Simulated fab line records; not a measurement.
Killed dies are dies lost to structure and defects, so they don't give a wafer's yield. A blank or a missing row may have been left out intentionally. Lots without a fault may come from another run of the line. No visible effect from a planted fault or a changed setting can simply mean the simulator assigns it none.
fab line records :: flow sfq-line
record:
  lots: 6
  wafers: 18
  last-day: 89
route steps=325 shown INCOMING@1 L0@3
lots with no fault: from the same line, run without faults
start-h: hours from the record's opening day to when the first of the lot's shown wafers began :: wait-h: time in hours since the lot's previous step :: " unchanged from the row above :: L1.1+2: one row covering several wafers at once :: - either no value or no given start :: * or withheld: withheld :: < > ~ a bound
route shown NAME@n: NAME is a module with steps in the file, n the number in the route of the first one :: usual: mean and standard deviation over wafers with no fault :: same: alike in all rows :: chamber/n: place in a boat :: sites: each site's reading :: _std_site: how widely they spread, as a standard deviation :: _edge_site: inner sites' mean taken away from outer sites' mean :: radius-mm: for every site, how far away it sits from the centre of the wafer :: mask NAME#n: copy n :: behind: the last tool/chamber to shape the wafer :: hold: why the lot was held/for how many hours/how that ended :: device: names the non-switching transistor (n, p or np) :: end of line: tests of these same wafers at the route's end :: a step without rows: its recipe alone :: killed: at the first sort, the dies lost to defects and structure; wafer yield is something else :: map: the dies of a wafer, with x for killed, . for not killed, _ for no die there
set.NAME: the setting that was run; set.NAME@STEP: the one run at that earlier step :: model.NAME: the simulator's own value behind a step, which no gauge read
certain route steps with their lots: each step a table, each wafer a row
services: when a tool's chamber went out of use (start-h, in hours from the record's first day, below 0 if earlier), for how many hours, and the reason
== steps ==
step: SFQ_INCOMING_BOW_MEAS_900
recipe:
  mode: bow
usual:
  INCOMING_BOW: 0/6.1
lot.wafer: L270.2
tool: film-metro-03
chamber: -
start-h: 10.02
wait-h: -
INCOMING_BOW[um]: 4

lot.wafer: L270.5
tool: film-metro-03
chamber: -
start-h: 10.02
wait-h: -
INCOMING_BOW[um]: -4

lot.wafer: L270.6
tool: film-metro-03
chamber: -
start-h: 10.02
wait-h: -
INCOMING_BOW[um]: 7

lot.wafer: L274.1
tool: film-metro-01
chamber: -
start-h: 30.00
wait-h: -
INCOMING_BOW[um]: 7

lot.wafer: L274.2
tool: film-metro-01
chamber: -
start-h: 30.00
wait-h: -
INCOMING_BOW[um]: -6

lot.wafer: L274.5
tool: film-metro-01
chamber: -
start-h: 30.00
wait-h: -
INCOMING_BOW[um]: 4

lot.wafer: L284.2
tool: film-metro-03
chamber: -
start-h: 80.02
wait-h: -
INCOMING_BOW[um]: -2

lot.wafer: L284.5
tool: film-metro-03
chamber: -
start-h: 80.02
wait-h: -
INCOMING_BOW[um]: -5

lot.wafer: L284.6
tool: film-metro-03
chamber: -
start-h: 80.02
wait-h: -
INCOMING_BOW[um]: -1

lot.wafer: L285.1
tool: film-metro-01
chamber: -
start-h: 85.00
wait-h: -
INCOMING_BOW[um]: -7

lot.wafer: L285.3
tool: film-metro-01
chamber: -
start-h: 85.00
wait-h: -
INCOMING_BOW[um]: -3

lot.wafer: L285.5
tool: film-metro-01
chamber: -
start-h: 85.00
wait-h: -
INCOMING_BOW[um]: 0

lot.wafer: L288.3
tool: film-metro-03
chamber: -
start-h: 100.04
wait-h: -
INCOMING_BOW[um]: -11

lot.wafer: L288.4
tool: film-metro-03
chamber: -
start-h: 100.04
wait-h: -
INCOMING_BOW[um]: -4

lot.wafer: L288.6
tool: film-metro-03
chamber: -
start-h: 100.04
wait-h: -
INCOMING_BOW[um]: -7

lot.wafer: L291.1
tool: film-metro-01
chamber: -
start-h: 115.00
wait-h: -
INCOMING_BOW[um]: 0

lot.wafer: L291.3
tool: film-metro-01
chamber: -
start-h: 115.00
wait-h: -
INCOMING_BOW[um]: 4

lot.wafer: L291.5
tool: film-metro-01
chamber: -
start-h: 115.00
wait-h: -
INCOMING_BOW[um]: 11
step: SFQ_TRILAYER_INCOMING_OXIDATION_002
recipe:
  temp-c: 1000
  ambient: H2O
  target-thk-a: 5000
  p-h2o-torr: 720
  ox-time-s: 4939
step: SFQ_TRILAYER_L0_DEP_SPUTTER_003
recipe:
  material: MoNx_KI
  base-pressure-pa: 1.33e-06
  target-thk-nm: 40
  power-w: 800
  time-s: 100
  chamber-pressure-pa: 0.4
usual:
  throttle-valve-pct: 30.4/1.4
lot.wafer: L270.2
tool: pvd-sputter-06
chamber: -
start-h: 12.49
wait-h: 0.0
throttle-valve-pct: 30.6

lot.wafer: L270.5
tool: pvd-sputter-06
chamber: -
start-h: 12.49
wait-h: 0.0
throttle-valve-pct: 30.1

lot.wafer: L270.6
tool: pvd-sputter-06
chamber: -
start-h: 12.49
wait-h: 0.0
throttle-valve-pct: 32.6

lot.wafer: L274.1
tool: pvd-sputter-04
chamber: -
start-h: 32.49
wait-h: 0.0
throttle-valve-pct: 28.6

lot.wafer: L274.2
tool: pvd-sputter-04
chamber: -
start-h: 32.49
wait-h: 0.0
throttle-valve-pct: 29.3

lot.wafer: L274.5
tool: pvd-sputter-04
chamber: -
start-h: 32.49
wait-h: 0.0
throttle-valve-pct: 28.9

lot.wafer: L284.2
tool: pvd-sputter-06
chamber: -
start-h: 82.49
wait-h: 0.0
throttle-valve-pct: 30.5

lot.wafer: L284.5
tool: pvd-sputter-06
chamber: -
start-h: 82.49
wait-h: 0.0
throttle-valve-pct: 33.0

lot.wafer: L284.6
tool: pvd-sputter-06
chamber: -
start-h: 82.49
wait-h: 0.0
throttle-valve-pct: 30.1

lot.wafer: L285.1
tool: pvd-sputter-04
chamber: -
start-h: 87.49
wait-h: 0.0
throttle-valve-pct: 28.9

lot.wafer: L285.3
tool: pvd-sputter-04
chamber: -
start-h: 87.49
wait-h: 0.0
throttle-valve-pct: 32.5

lot.wafer: L285.5
tool: pvd-sputter-04
chamber: -
start-h: 87.49
wait-h: 0.0
throttle-valve-pct: 32.6

lot.wafer: L288.3
tool: pvd-sputter-06
chamber: -
start-h: 102.49
wait-h: 0.0
throttle-valve-pct: 30.4

lot.wafer: L288.4
tool: pvd-sputter-06
chamber: -
start-h: 102.49
wait-h: 0.0
throttle-valve-pct: 32.6

lot.wafer: L288.6
tool: pvd-sputter-06
chamber: -
start-h: 102.49
wait-h: 0.0
throttle-valve-pct: 29.3

lot.wafer: L291.1
tool: pvd-sputter-06
chamber: -
start-h: 117.49
wait-h: 0.0
throttle-valve-pct: 33.0

lot.wafer: L291.3
tool: pvd-sputter-06
chamber: -
start-h: 117.49
wait-h: 0.0
throttle-valve-pct: 30.1

lot.wafer: L291.5
tool: pvd-sputter-06
chamber: -
start-h: 117.49
wait-h: 0.0
throttle-valve-pct: 29.6
step: SFQ_L0_RS_MEAS_901
recipe:
  thk-meas-gauge: four-point-probe
  reads: MoNx_KI_of_TRILAYER_L0_DEP_SPUTTER_003
usual:
  L0_MONX_KI_RS: 43.6/0.48
lot.wafer: L270.2
tool: film-metro-01
chamber: -
start-h: 12.58
wait-h: 0.1
L0_MONX_KI_RS[ohm/sq]: 43.1

lot.wafer: L270.5
tool: film-metro-01
chamber: -
start-h: 12.58
wait-h: 0.1
L0_MONX_KI_RS[ohm/sq]: 43.0

lot.wafer: L270.6
tool: film-metro-01
chamber: -
start-h: 12.58
wait-h: 0.1
L0_MONX_KI_RS[ohm/sq]: 42.9

lot.wafer: L274.1
tool: film-metro-01
chamber: -
start-h: 32.56
wait-h: 0.0
L0_MONX_KI_RS[ohm/sq]: 43.2

lot.wafer: L274.2
tool: film-metro-01
chamber: -
start-h: 32.56
wait-h: 0.0
L0_MONX_KI_RS[ohm/sq]: 43.4

lot.wafer: L274.5
tool: film-metro-01
chamber: -
start-h: 32.56
wait-h: 0.0
L0_MONX_KI_RS[ohm/sq]: 42.9

lot.wafer: L284.2
tool: film-metro-01
chamber: -
start-h: 82.58
wait-h: 0.1
L0_MONX_KI_RS[ohm/sq]: 44.3

lot.wafer: L284.5
tool: film-metro-01
chamber: -
start-h: 82.58
wait-h: 0.1
L0_MONX_KI_RS[ohm/sq]: 43.8

lot.wafer: L284.6
tool: film-metro-01
chamber: -
start-h: 82.58
wait-h: 0.1
L0_MONX_KI_RS[ohm/sq]: 44.3

lot.wafer: L285.1
tool: film-metro-02
chamber: -
start-h: 87.56
wait-h: 0.0
L0_MONX_KI_RS[ohm/sq]: 43.6

lot.wafer: L285.3
tool: film-metro-02
chamber: -
start-h: 87.56
wait-h: 0.0
L0_MONX_KI_RS[ohm/sq]: 43.1

lot.wafer: L285.5
tool: film-metro-02
chamber: -
start-h: 87.56
wait-h: 0.0
L0_MONX_KI_RS[ohm/sq]: 43.6

lot.wafer: L288.3
tool: film-metro-02
chamber: -
start-h: 102.60
wait-h: 0.1
L0_MONX_KI_RS[ohm/sq]: 42.9

lot.wafer: L288.4
tool: film-metro-02
chamber: -
start-h: 102.60
wait-h: 0.1
L0_MONX_KI_RS[ohm/sq]: 42.6

lot.wafer: L288.6
tool: film-metro-02
chamber: -
start-h: 102.60
wait-h: 0.1
L0_MONX_KI_RS[ohm/sq]: 43.2

lot.wafer: L291.1
tool: film-metro-01
chamber: -
start-h: 117.56
wait-h: 0.0
L0_MONX_KI_RS[ohm/sq]: 43.9

lot.wafer: L291.3
tool: film-metro-01
chamber: -
start-h: 117.56
wait-h: 0.0
L0_MONX_KI_RS[ohm/sq]: 43.8

lot.wafer: L291.5
tool: film-metro-01
chamber: -
start-h: 117.56
wait-h: 0.0
L0_MONX_KI_RS[ohm/sq]: 44.4
step: SFQ_L0_THK_MEAS_902
recipe:
  thk-meas-gauge: xrf
  reads: MoNx_KI_of_TRILAYER_L0_DEP_SPUTTER_003
usual:
  L0_MONX_KI_THK: 40.0/0.5
lot.wafer: L270.2
tool: film-metro-01
chamber: -
start-h: 12.69
wait-h: 0.1
L0_MONX_KI_THK[nm]: 40.4

lot.wafer: L270.5
tool: film-metro-01
chamber: -
start-h: 12.69
wait-h: 0.1
L0_MONX_KI_THK[nm]: 40.6

lot.wafer: L270.6
tool: film-metro-01
chamber: -
start-h: 12.69
wait-h: 0.1
L0_MONX_KI_THK[nm]: 40.7

lot.wafer: L274.1
tool: film-metro-01
chamber: -
start-h: 32.68
wait-h: 0.1
L0_MONX_KI_THK[nm]: 40.0

lot.wafer: L274.2
tool: film-metro-01
chamber: -
start-h: 32.68
wait-h: 0.1
L0_MONX_KI_THK[nm]: 40.5

lot.wafer: L274.5
tool: film-metro-01
chamber: -
start-h: 32.68
wait-h: 0.1
L0_MONX_KI_THK[nm]: 40.7

lot.wafer: L284.2
tool: film-metro-01
chamber: -
start-h: 82.69
wait-h: 0.1
L0_MONX_KI_THK[nm]: 39.3

lot.wafer: L284.5
tool: film-metro-01
chamber: -
start-h: 82.69
wait-h: 0.1
L0_MONX_KI_THK[nm]: 39.9

lot.wafer: L284.6
tool: film-metro-01
chamber: -
start-h: 82.69
wait-h: 0.1
L0_MONX_KI_THK[nm]: 39.3

lot.wafer: L285.1
tool: film-metro-02
chamber: -
start-h: 87.68
wait-h: 0.1
L0_MONX_KI_THK[nm]: 39.9

lot.wafer: L285.3
tool: film-metro-02
chamber: -
start-h: 87.68
wait-h: 0.1
L0_MONX_KI_THK[nm]: 40.3

lot.wafer: L285.5
tool: film-metro-02
chamber: -
start-h: 87.68
wait-h: 0.1
L0_MONX_KI_THK[nm]: 39.9

lot.wafer: L288.3
tool: film-metro-02
chamber: -
start-h: 102.70
wait-h: 0.1
L0_MONX_KI_THK[nm]: 40.3

lot.wafer: L288.4
tool: film-metro-02
chamber: -
start-h: 102.70
wait-h: 0.1
L0_MONX_KI_THK[nm]: 40.8

lot.wafer: L288.6
tool: film-metro-02
chamber: -
start-h: 102.70
wait-h: 0.1
L0_MONX_KI_THK[nm]: 40.2

lot.wafer: L291.1
tool: film-metro-01
chamber: -
start-h: 117.68
wait-h: 0.1
L0_MONX_KI_THK[nm]: 39.6

lot.wafer: L291.3
tool: film-metro-01
chamber: -
start-h: 117.68
wait-h: 0.1
L0_MONX_KI_THK[nm]: 39.7

lot.wafer: L291.5
tool: film-metro-01
chamber: -
start-h: 117.68
wait-h: 0.1
L0_MONX_KI_THK[nm]: 39.4
step: SFQ_TRILAYER_L0_LITHO_COAT_010
recipe:
  resist: BARC
  spin-rpm: 2951
  resist-thk-nm: 62
step: SFQ_TRILAYER_L0_LITHO_COAT_005
recipe:
  resist: KrF
  spin-rpm: 3000
  resist-thk-nm: 600
step: SFQ_TRILAYER_L0_LITHO_SOFTBAKE_009
recipe:
  temp-c: withheld
  time-s: withheld
  resist: KrF
step: SFQ_TRILAYER_L0_LITHO_EXPOSE_006
recipe:
  mask-id: L0
  na: 0.6
  source-shape: conventional
  sigma-outer: 0.65
  target-cd-nm: 2000
  dose-mj: 14.4
step: SFQ_TRILAYER_L0_LITHO_PEB_008
recipe:
  peb-temp-c: 114.4
  peb-time-s: 60
  resist: KrF
step: SFQ_TRILAYER_L0_LITHO_DEVELOP_007
recipe:
  time-s: 60
  resist: KrF
step: SFQ_TRILAYER_L0_BARC_OPEN_METAL_ETCH_010
recipe:
  mask-material: PR
  chemistry: O2
  target-depth-nm: 125
  target: BARC
  icp-w: 600
  bias-w: 80
  pressure-mtorr: 10
  time-s: 41.7
usual:
  drypump-motor-current-A: 5.7/0.43
  oes-product-au: 0.687/0.0044
  rf-fwd-power-W: 594.6/2.1
lot.wafer: L270.2
tool: rie-metal-04
chamber: 0
start-h: 83.51
wait-h: 0.1
drypump-motor-current-A: 5.8
oes-product-au: 0.695
rf-fwd-power-W: 593.9
rf-hours-counter-h: 198

lot.wafer: L270.5
tool: rie-metal-04
chamber: 1
start-h: 83.51
wait-h: 0.1
drypump-motor-current-A: 6.0
oes-product-au: 0.692
rf-fwd-power-W: 594.0
rf-hours-counter-h: -

lot.wafer: L270.6
tool: rie-metal-04
chamber: 0
start-h: 83.51
wait-h: 0.1
drypump-motor-current-A: 5.8
oes-product-au: 0.689
rf-fwd-power-W: 591.1
rf-hours-counter-h: -

lot.wafer: L274.1
tool: rie-metal-04
chamber: 0
start-h: 118.00
wait-h: 0.1
drypump-motor-current-A: 5.8
oes-product-au: 0.693
rf-fwd-power-W: 595.7
rf-hours-counter-h: 0

lot.wafer: L274.2
tool: rie-metal-04
chamber: 0
start-h: 118.00
wait-h: 0.1
drypump-motor-current-A: 5.8
oes-product-au: 0.687
rf-fwd-power-W: 595.2
rf-hours-counter-h: -

lot.wafer: L274.5
tool: rie-metal-04
chamber: 0
start-h: 118.00
wait-h: 0.1
drypump-motor-current-A: 5.8
oes-product-au: 0.684
rf-fwd-power-W: 594.8
rf-hours-counter-h: -

lot.wafer: L284.2
tool: rie-metal-04
chamber: 0
start-h: 166.13
wait-h: 0.1
drypump-motor-current-A: 5.8
oes-product-au: 0.684
rf-fwd-power-W: 596.5
rf-hours-counter-h: 11

lot.wafer: L284.5
tool: rie-metal-04
chamber: 1
start-h: 166.13
wait-h: 0.1
drypump-motor-current-A: 6.0
oes-product-au: 0.681
rf-fwd-power-W: 593.9
rf-hours-counter-h: -

lot.wafer: L284.6
tool: rie-metal-04
chamber: 0
start-h: 166.13
wait-h: 0.1
drypump-motor-current-A: 5.8
oes-product-au: 0.689
rf-fwd-power-W: 594.9
rf-hours-counter-h: -

lot.wafer: L285.1
tool: rie-metal-04
chamber: 1
start-h: 172.13
wait-h: 0.1
drypump-motor-current-A: 6.0
oes-product-au: 0.690
rf-fwd-power-W: 592.7
rf-hours-counter-h: 7

lot.wafer: L285.3
tool: rie-metal-04
chamber: 1
start-h: 172.13
wait-h: 0.1
drypump-motor-current-A: 6.0
oes-product-au: 0.691
rf-fwd-power-W: 594.0
rf-hours-counter-h: -

lot.wafer: L285.5
tool: rie-metal-04
chamber: 0
start-h: 172.13
wait-h: 0.1
drypump-motor-current-A: 5.8
oes-product-au: 0.694
rf-fwd-power-W: 597.0
rf-hours-counter-h: -

lot.wafer: L288.3
tool: rie-metal-03
chamber: 1
start-h: 195.87
wait-h: 0.1
drypump-motor-current-A: 6.4
oes-product-au: 0.684
rf-fwd-power-W: 597.4
rf-hours-counter-h: -

lot.wafer: L288.4
tool: rie-metal-03
chamber: 0
start-h: 195.87
wait-h: 0.1
drypump-motor-current-A: 6.0
oes-product-au: 0.686
rf-fwd-power-W: 596.6
rf-hours-counter-h: -

lot.wafer: L288.6
tool: rie-metal-03
chamber: 0
start-h: 195.87
wait-h: 0.1
drypump-motor-current-A: 6.0
oes-product-au: 0.696
rf-fwd-power-W: 596.0
rf-hours-counter-h: -

lot.wafer: L291.1
tool: rie-metal-03
chamber: 1
start-h: 201.86
wait-h: 0.1
drypump-motor-current-A: 6.4
oes-product-au: 0.690
rf-fwd-power-W: 597.2
rf-hours-counter-h: 180

lot.wafer: L291.3
tool: rie-metal-03
chamber: 1
start-h: 201.86
wait-h: 0.1
drypump-motor-current-A: 6.4
oes-product-au: 0.687
rf-fwd-power-W: 598.9
rf-hours-counter-h: -

lot.wafer: L291.5
tool: rie-metal-03
chamber: 0
start-h: 201.86
wait-h: 0.1
drypump-motor-current-A: 6.0
oes-product-au: 0.691
rf-fwd-power-W: 595.0
rf-hours-counter-h: -
step: SFQ_TRILAYER_L0_ETCH_METAL_ETCH_008
recipe:
  target: MoNx_KI
  stop-on: SiO2
  mask-material: PR
  chemistry: SF6/O2
  target-depth-nm: 50
  icp-w: 600
  bias-w: 80
  pressure-mtorr: 10
  time-s: 25
usual:
  drypump-motor-current-A: 5.7/0.43
  oes-product-au: 0.872/0.007
  rf-fwd-power-W: 592.8/2.5
lot.wafer: L270.2
tool: rie-metal-04
chamber: 0
start-h: 83.57
wait-h: 0.0
drypump-motor-current-A: 5.7
oes-product-au: 0.875
rf-fwd-power-W: 594.1
rf-hours-counter-h: 198
model.KrF_of_TRILAYER_L0_LITHO_COAT_005.thk-nm: 481

lot.wafer: L270.5
tool: rie-metal-04
chamber: 1
start-h: 83.57
wait-h: 0.0
drypump-motor-current-A: 6.0
oes-product-au: 0.881
rf-fwd-power-W: 590.0
rf-hours-counter-h: -
model.KrF_of_TRILAYER_L0_LITHO_COAT_005.thk-nm: 480.1

lot.wafer: L270.6
tool: rie-metal-04
chamber: 0
start-h: 83.57
wait-h: 0.0
drypump-motor-current-A: 5.8
oes-product-au: 0.891
rf-fwd-power-W: 592.0
rf-hours-counter-h: -
model.KrF_of_TRILAYER_L0_LITHO_COAT_005.thk-nm: 479.2

lot.wafer: L274.1
tool: rie-metal-04
chamber: 0
start-h: 118.12
wait-h: 0.1
drypump-motor-current-A: 5.8
oes-product-au: 0.875
rf-fwd-power-W: 593.9
rf-hours-counter-h: 0
model.KrF_of_TRILAYER_L0_LITHO_COAT_005.thk-nm: 479.3

lot.wafer: L274.2
tool: rie-metal-04
chamber: 0
start-h: 118.12
wait-h: 0.1
drypump-motor-current-A: 5.8
oes-product-au: 0.876
rf-fwd-power-W: 596.4
rf-hours-counter-h: -
model.KrF_of_TRILAYER_L0_LITHO_COAT_005.thk-nm: 480.7

lot.wafer: L274.5
tool: rie-metal-04
chamber: 0
start-h: 118.12
wait-h: 0.1
drypump-motor-current-A: 5.8
oes-product-au: 0.880
rf-fwd-power-W: 593.2
rf-hours-counter-h: -
model.KrF_of_TRILAYER_L0_LITHO_COAT_005.thk-nm: 480.8

lot.wafer: L284.2
tool: rie-metal-04
chamber: 0
start-h: 166.19
wait-h: 0.0
drypump-motor-current-A: 5.8
oes-product-au: 0.863
rf-fwd-power-W: 497.3
rf-hours-counter-h: 11
model.KrF_of_TRILAYER_L0_LITHO_COAT_005.thk-nm: 486.9

lot.wafer: L284.5
tool: rie-metal-04
chamber: 1
start-h: 166.19
wait-h: 0.0
drypump-motor-current-A: 6.0
oes-product-au: 0.864
rf-fwd-power-W: 589.4
rf-hours-counter-h: -
model.KrF_of_TRILAYER_L0_LITHO_COAT_005.thk-nm: 481.5

lot.wafer: L284.6
tool: rie-metal-04
chamber: 0
start-h: 166.19
wait-h: 0.0
drypump-motor-current-A: 5.8
oes-product-au: 0.867
rf-fwd-power-W: 499.5
rf-hours-counter-h: -
model.KrF_of_TRILAYER_L0_LITHO_COAT_005.thk-nm: 485

lot.wafer: L285.1
tool: rie-metal-04
chamber: 1
start-h: 172.19
wait-h: 0.0
drypump-motor-current-A: 6.0
oes-product-au: 0.875
rf-fwd-power-W: 588.6
rf-hours-counter-h: 7
model.KrF_of_TRILAYER_L0_LITHO_COAT_005.thk-nm: 478

lot.wafer: L285.3
tool: rie-metal-04
chamber: 1
start-h: 172.19
wait-h: 0.0
drypump-motor-current-A: 6.0
oes-product-au: 0.877
rf-fwd-power-W: 592.4
rf-hours-counter-h: -
model.KrF_of_TRILAYER_L0_LITHO_COAT_005.thk-nm: 475.9

lot.wafer: L285.5
tool: rie-metal-04
chamber: 0
start-h: 172.19
wait-h: 0.0
drypump-motor-current-A: 5.8
oes-product-au: 0.869
rf-fwd-power-W: 498.3
rf-hours-counter-h: -
model.KrF_of_TRILAYER_L0_LITHO_COAT_005.thk-nm: 483

lot.wafer: L288.3
tool: rie-metal-03
chamber: 1
start-h: 195.92
wait-h: 0.0
drypump-motor-current-A: 6.4
oes-product-au: 0.877
rf-fwd-power-W: 594.2
rf-hours-counter-h: -
model.KrF_of_TRILAYER_L0_LITHO_COAT_005.thk-nm: 476.7

lot.wafer: L288.4
tool: rie-metal-03
chamber: 0
start-h: 195.92
wait-h: 0.0
drypump-motor-current-A: 6.0
oes-product-au: 0.888
rf-fwd-power-W: 596.1
rf-hours-counter-h: -
model.KrF_of_TRILAYER_L0_LITHO_COAT_005.thk-nm: 480.2

lot.wafer: L288.6
tool: rie-metal-03
chamber: 0
start-h: 195.92
wait-h: 0.0
drypump-motor-current-A: 6.0
oes-product-au: 0.882
rf-fwd-power-W: 598.3
rf-hours-counter-h: -
model.KrF_of_TRILAYER_L0_LITHO_COAT_005.thk-nm: 479

lot.wafer: L291.1
tool: rie-metal-03
chamber: 1
start-h: 201.92
wait-h: 0.0
drypump-motor-current-A: 6.4
oes-product-au: 0.869
rf-fwd-power-W: 595.9
rf-hours-counter-h: 180
model.KrF_of_TRILAYER_L0_LITHO_COAT_005.thk-nm: 475.7

lot.wafer: L291.3
tool: rie-metal-03
chamber: 1
start-h: 201.92
wait-h: 0.0
drypump-motor-current-A: 6.4
oes-product-au: 0.876
rf-fwd-power-W: 592.9
rf-hours-counter-h: -
model.KrF_of_TRILAYER_L0_LITHO_COAT_005.thk-nm: 479.1

lot.wafer: L291.5
tool: rie-metal-03
chamber: 0
start-h: 201.92
wait-h: 0.0
drypump-motor-current-A: 6.0
oes-product-au: 0.871
rf-fwd-power-W: 596.7
rf-hours-counter-h: -
model.KrF_of_TRILAYER_L0_LITHO_COAT_005.thk-nm: 478.1
step: SFQ_TRILAYER_L0_STRIP_STRIP_009
recipe:
  gas: O2
  power-w: 200
  platen-temp-c: 40
  overash-fraction: 0.65
  chemistry: O2
  pressure-mtorr: 50
usual:
  drypump-motor-current-A: 5.7/0.42
  oes-product-au: 1.000/0.011
lot.wafer: L270.2
tool: rie-metal-04
chamber: 0
start-h: 83.62
wait-h: 0.0
drypump-motor-current-A: 5.8
oes-product-au: 1.017
rf-hours-counter-h: 198

lot.wafer: L270.5
tool: rie-metal-04
chamber: 1
start-h: 83.62
wait-h: 0.0
drypump-motor-current-A: 6.0
oes-product-au: 1.008
rf-hours-counter-h: -

lot.wafer: L270.6
tool: rie-metal-04
chamber: 0
start-h: 83.62
wait-h: 0.0
drypump-motor-current-A: 5.8
oes-product-au: 0.998
rf-hours-counter-h: -

lot.wafer: L274.1
tool: rie-metal-04
chamber: 0
start-h: 118.21
wait-h: 0.1
drypump-motor-current-A: 5.8
oes-product-au: 0.998
rf-hours-counter-h: 0

lot.wafer: L274.2
tool: rie-metal-04
chamber: 0
start-h: 118.21
wait-h: 0.1
drypump-motor-current-A: 5.8
oes-product-au: 0.998
rf-hours-counter-h: -

lot.wafer: L274.5
tool: rie-metal-04
chamber: 0
start-h: 118.21
wait-h: 0.1
drypump-motor-current-A: 5.8
oes-product-au: 1.004
rf-hours-counter-h: -

lot.wafer: L284.2
tool: rie-metal-04
chamber: 0
start-h: 166.23
wait-h: 0.0
drypump-motor-current-A: 5.8
oes-product-au: 0.996
rf-hours-counter-h: 11

lot.wafer: L284.5
tool: rie-metal-04
chamber: 1
start-h: 166.23
wait-h: 0.0
drypump-motor-current-A: 6.0
oes-product-au: 0.998
rf-hours-counter-h: -

lot.wafer: L284.6
tool: rie-metal-04
chamber: 0
start-h: 166.23
wait-h: 0.0
drypump-motor-current-A: 5.8
oes-product-au: 0.992
rf-hours-counter-h: -

lot.wafer: L285.1
tool: rie-metal-04
chamber: 1
start-h: 172.23
wait-h: 0.0
drypump-motor-current-A: 6.0
oes-product-au: 0.991
rf-hours-counter-h: 7

lot.wafer: L285.3
tool: rie-metal-04
chamber: 1
start-h: 172.23
wait-h: 0.0
drypump-motor-current-A: 6.0
oes-product-au: 1.002
rf-hours-counter-h: -

lot.wafer: L285.5
tool: rie-metal-04
chamber: 0
start-h: 172.23
wait-h: 0.0
drypump-motor-current-A: 5.8
oes-product-au: 0.998
rf-hours-counter-h: -

lot.wafer: L288.3
tool: rie-metal-03
chamber: 1
start-h: 196.15
wait-h: 0.2
drypump-motor-current-A: 6.4
oes-product-au: 1.018
rf-hours-counter-h: -

lot.wafer: L288.4
tool: rie-metal-03
chamber: 0
start-h: 196.15
wait-h: 0.2
drypump-motor-current-A: 6.0
oes-product-au: 1.005
rf-hours-counter-h: -

lot.wafer: L288.6
tool: rie-metal-03
chamber: 0
start-h: 196.15
wait-h: 0.2
drypump-motor-current-A: 5.9
oes-product-au: 1.013
rf-hours-counter-h: -

lot.wafer: L291.1
tool: rie-metal-03
chamber: 1
start-h: 201.97
wait-h: 0.0
drypump-motor-current-A: 6.4
oes-product-au: 1.021
rf-hours-counter-h: 180

lot.wafer: L291.3
tool: rie-metal-03
chamber: 1
start-h: 201.97
wait-h: 0.0
drypump-motor-current-A: 6.4
oes-product-au: 1.025
rf-hours-counter-h: -

lot.wafer: L291.5
tool: rie-metal-03
chamber: 0
start-h: 201.97
wait-h: 0.0
drypump-motor-current-A: 6.0
oes-product-au: 1.014
rf-hours-counter-h: -
== services ==
tool: rie-metal-04
chamber: 1
start-h: -9.50
hours: 12.2
kind: repair

tool: pvd-sputter-06
chamber: 2
start-h: 16.61
hours: -
kind: consumable-replace:kit

tool: pvd-sputter-06
chamber: 2
start-h: 16.61
hours: 18.0
kind: scheduled-down

tool: pvd-sputter-06
chamber: 2
start-h: 16.61
hours: 18.0
kind: vent-cycle

tool: pvd-sputter-06
chamber: -
start-h: 23.72
hours: 4.7
kind: repair

tool: rie-metal-04
chamber: -
start-h: 30.74
hours: 1.4
kind: pm

tool: pvd-sputter-04
chamber: -
start-h: 32.72
hours: 41.0
kind: repair

tool: pvd-sputter-04
chamber: -
start-h: 44.92
hours: 1.9
kind: repair

tool: pvd-sputter-04
chamber: -
start-h: 57.65
hours: 15.0
kind: repair

tool: rie-metal-03
chamber: -
start-h: 75.33
hours: 14.6
kind: pm

tool: pvd-sputter-06
chamber: -
start-h: 88.44
hours: 6.3
kind: repair

tool: rie-metal-04
chamber: 0
start-h: 105.14
hours: -
kind: clean

tool: rie-metal-04
chamber: 0
start-h: 105.14
hours: 12.3
kind: scheduled-down

tool: rie-metal-04
chamber: 0
start-h: 105.14
hours: 12.3
kind: vent-cycle

tool: rie-metal-04
chamber: 1
start-h: 117.43
hours: -
kind: clean

tool: rie-metal-04
chamber: 1
start-h: 117.43
hours: 14.4
kind: scheduled-down

tool: rie-metal-04
chamber: 1
start-h: 117.43
hours: 14.4
kind: vent-cycle

tool: rie-metal-04
chamber: 0
start-h: 131.30
hours: 3.0
kind: repair
== key ==
first-sign:
  step: SFQ_TRILAYER_L0_ETCH_METAL_ETCH_008
  reading: rf-fwd-power-W
  direction: down
  sigmas: 37
  usual: 592.8
  struck: 498.4
effect none on later readings
model-effect:
  step: SFQ_TRILAYER_L0_ETCH_METAL_ETCH_008
  value: KrF_of_TRILAYER_L0_LITHO_COAT_005.thk-nm
  without: 479
  struck: 485
met-at SFQ_TRILAYER_L0_ETCH_METAL_ETCH_008
struck-wafers L284.2,L284.6,L285.5
onset-between 118.12 166.19
fault:
  kind: process-parameter-drift
  tool: rie-metal-04
  chamber: 0
  onset-h: 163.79
  steps: SFQ_TRILAYER_L0_ETCH_METAL_ETCH_008
  channel: icp-w
  offset: -96
  shape: step
  end-h: 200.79
  acts-in: these-recipes-only
  stated: 600
